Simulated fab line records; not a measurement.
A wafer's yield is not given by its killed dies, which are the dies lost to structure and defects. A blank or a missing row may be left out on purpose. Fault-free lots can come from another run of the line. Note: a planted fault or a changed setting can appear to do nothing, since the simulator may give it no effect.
A struck lot beside a sound one / flow sky130 / 43 out of 708 route steps
Sound: these wafers, L569.2, L569.3, L569.5. Struck: wafer L579.2 (L579.1, L579.3, from the same lot, were not struck and are left out); the cause is given at the end.
Per side, at each step with rows, come the tool, then ch with its chambers, and then its first start. Under that, the readings that differ: sound wafers / struck wafers / difference of the means / sigmas: that difference in standard deviations of wafers without a fault.
alike: same words and numbers on both sides, and readings whose means sit less than 2 such deviations apart. not compared: any withheld reading, any reading some wafer has no value for, any bound like >300 that may hide the same value, and any number with overlapping values for which the record gives no deviation.
Wherever a step has rows on one side only, a row that says differs or no value, or a row with sigmas, the two part there. When numbers do not overlap yet have no deviation, they are printed without sigmas and do not part them. A reading that every wafer of one side lacks parts them only if that side has two wafers or more.

SKY_LDD_HVP_TW_MEAS_10:
  sound on film metro-04, day 23 05:14; struck on film metro-02, day 26 20:34
  alike: LDD_HVP_TW
then, 7 steps without rows for these wafers: SKY_LDD_LDN_DEHYDRATE_00 (time 60 s); SKY_LDD_LDN_HMDS_01 (prime time 60 s); SKY_LDD_LDN_COAT_02 (resist thk 1140 nm); SKY_LDD_LDN_SOFTBAKE_03 (time 60 s); SKY_LDD_LDN_EXPOSE_04 (exposes mask LDNTM, target cd 700 nm); SKY_LDD_LDN_PEB_05; SKY_LDD_LDN_DEVELOP_06 (develop time 60 s).
SKY_LDD_LDN_OVL_MEAS_07:
  sound on overlay-01, day 24 12:22; struck on overlay-01, day 28 01:48
  alike: LDD_LDN_OVL
then, 3 steps without rows for these wafers: SKY_LDD_LDN_IMPLANT_08; SKY_LDD_LDN_IMPLANT_09; SKY_LDD_LDN_IMPLANT_10.
SKY_LDD_LDN_IMPLANT_11:
  sound on implanter-02 ch 0, day 24 12:52; struck on implanter-04 ch 0, day 28 02:17
SKY_LDD_LDN_STRIP_12: strips in O2/N2.
  sound on plasma asher-01 ch 0, day 24 13:00; struck on plasma asher-01 ch 0, day 28 02:26
reading=chamber pressure mTorr (mTorr); sound=1501.6 1501.0 1501.0; struck=1498.1; difference=-3.1; sigmas=-2
  alike: drypump motor current A, n2 flow sccm, oes product au, strip time to endpoint s
  not compared: rf hours counter h
SKY_LDD_LDN_TW_MEAS_13:
  sound on film metro-04, day 24 13:07; struck on film metro-03, day 28 02:32
  alike: LDD_LDN_TW
then, 2 steps without rows for these wafers: SKY_LDD_LDN_CLEAN_14 (cleans in SC1/SC2, time 150 s); SKY_SPACER_CVD_00 (deposits Si3N4 from DCS/NH3, target thk 43.1 nm, time 740 s).
SKY_SPACER_THK_MEAS_01:
  sound on film metro-04, day 24 15:02; struck on film metro-04, day 28 05:02
  alike: SPACER_CVD_00_THK
SKY_SPACER_ETCHBACK_02: etches Si3N4 in CH3F/O2, stops on SiO2, time 46.7 s, target depth 45 nm.
  sound on rie diel-03 ch 0,1,2, day 24 15:05; struck on rie diel-01 ch 2, day 28 05:05
  alike: chamber pressure mTorr, drypump motor current A, oes product au, throttle valve pct
  not compared: rf hours counter h
then, 8 steps without rows for these wafers: SKY_POLY_CUT_DEHYDRATE_00 (time 60 s); SKY_POLY_CUT_HMDS_01 (prime time 60 s); SKY_POLY_CUT_COAT_02 (resist thk 60 nm); SKY_POLY_CUT_COAT_03 (resist thk 450 nm); SKY_POLY_CUT_SOFTBAKE_04 (time 90 s); SKY_POLY_CUT_EXPOSE_05 (exposes mask NPCM, target cd 270 nm); SKY_POLY_CUT_PEB_06; SKY_POLY_CUT_DEVELOP_07 (develop time 60 s).
SKY_POLY_CUT_CD_MEAS_08 targets a cd of 270 nm.
  sound on cd sem-01, day 25 21:25; struck on cd sem-01, day 29 09:52
  alike: cd nm
SKY_POLY_CUT_OVL_MEAS_09:
  sound on overlay-01, day 25 21:31; struck on overlay-01, day 29 10:00
  alike: POLY_CUT_OVL
SKY_POLY_CUT_ETCH_10: etches BARC in N2/H2, stops on SiO2, time 45.9 s, target depth 60 nm.
  sound on rie diel-01 ch 1,2, day 25 21:33; struck on rie diel-04 ch 3, day 29 10:02
  alike: chamber pressure mTorr, drypump motor current A, n2 flow sccm, oes product au, throttle valve pct
  not compared: rf hours counter h
SKY_POLY_CUT_ETCH_11: etches Si3N4 in CF4/CH2F2/Ar, stops on poly-Si, time 42.5 s, target depth 60 nm.
  sound on rie diel-01 ch 1,2, day 25 21:36; struck on rie diel-04 ch 3, day 29 10:05
  alike: chamber pressure mTorr, drypump motor current A, oes product au, throttle valve pct
  not compared: rf hours counter h
SKY_POLY_CUT_STRIP_12: strips in O2/N2.
  sound on plasma asher-04 ch 0,1, day 25 21:38; struck on plasma asher-01 ch 0, day 29 10:07
  alike: chamber pressure mTorr, drypump motor current A, n2 flow sccm, oes product au, strip time to endpoint s
  not compared: rf hours counter h
then, 7 steps without rows for these wafers: SKY_SD_P_DEHYDRATE_00 (time 60 s); SKY_SD_P_HMDS_01 (prime time 60 s); SKY_SD_P_COAT_02 (resist thk 1140 nm); SKY_SD_P_SOFTBAKE_03 (time 60 s); SKY_SD_P_EXPOSE_04 (exposes mask PSDM, target cd 380 nm); SKY_SD_P_PEB_05; SKY_SD_P_DEVELOP_06 (develop time 60 s).
SKY_SD_P_CD_MEAS_07 targets a cd of 380 nm.
  sound on cd sem-02, day 27 02:50; struck on cd sem-02, day 30 13:50
  alike: cd nm
SKY_SD_P_OVL_MEAS_08:
  sound on overlay-02, day 27 02:56; struck on overlay-01, day 30 13:57
  alike: SD_P_OVL
following that, these wafers have no rows for 1 step: SKY_SD_P_IMPLANT_09.
-- record jumps: 19 days separate the struck wafers' starts on either side; left off in module SD_P, taken up again in module PAD_OPEN, whose first shown step is the route's number 708 --
SKY_PAD_OPEN_PROBE_99:
  sound on prober-01, day 47 05:55; struck on prober-01, day 49 10:58
reading=model.etest.tip sonos.rs ohm sq range; sound=45.27 49.46 20.22; struck=77.14; difference=+38.82; sigmas=
  alike: killed_at_M0_to_M3, killed_at_M4_up, killed at contacts, killed at front end, killed at other, killed dies, killed open, killed short

WHERE THEY PART
Only at SKY_LDD_LDN_STRIP_12, within this record. Later steps at which nothing parts them and some readings are alike: SKY_LDD_LDN_TW_MEAS_13, SKY_SPACER_THK_MEAS_01, SKY_SPACER_ETCHBACK_02, SKY_POLY_CUT_CD_MEAS_08, SKY_POLY_CUT_OVL_MEAS_09, SKY_POLY_CUT_ETCH_10, SKY_POLY_CUT_ETCH_11, SKY_POLY_CUT_STRIP_12, SKY_SD_P_CD_MEAS_07, SKY_SD_P_OVL_MEAS_08, SKY_PAD_OPEN_PROBE_99.

WHY: what the simulator had put in
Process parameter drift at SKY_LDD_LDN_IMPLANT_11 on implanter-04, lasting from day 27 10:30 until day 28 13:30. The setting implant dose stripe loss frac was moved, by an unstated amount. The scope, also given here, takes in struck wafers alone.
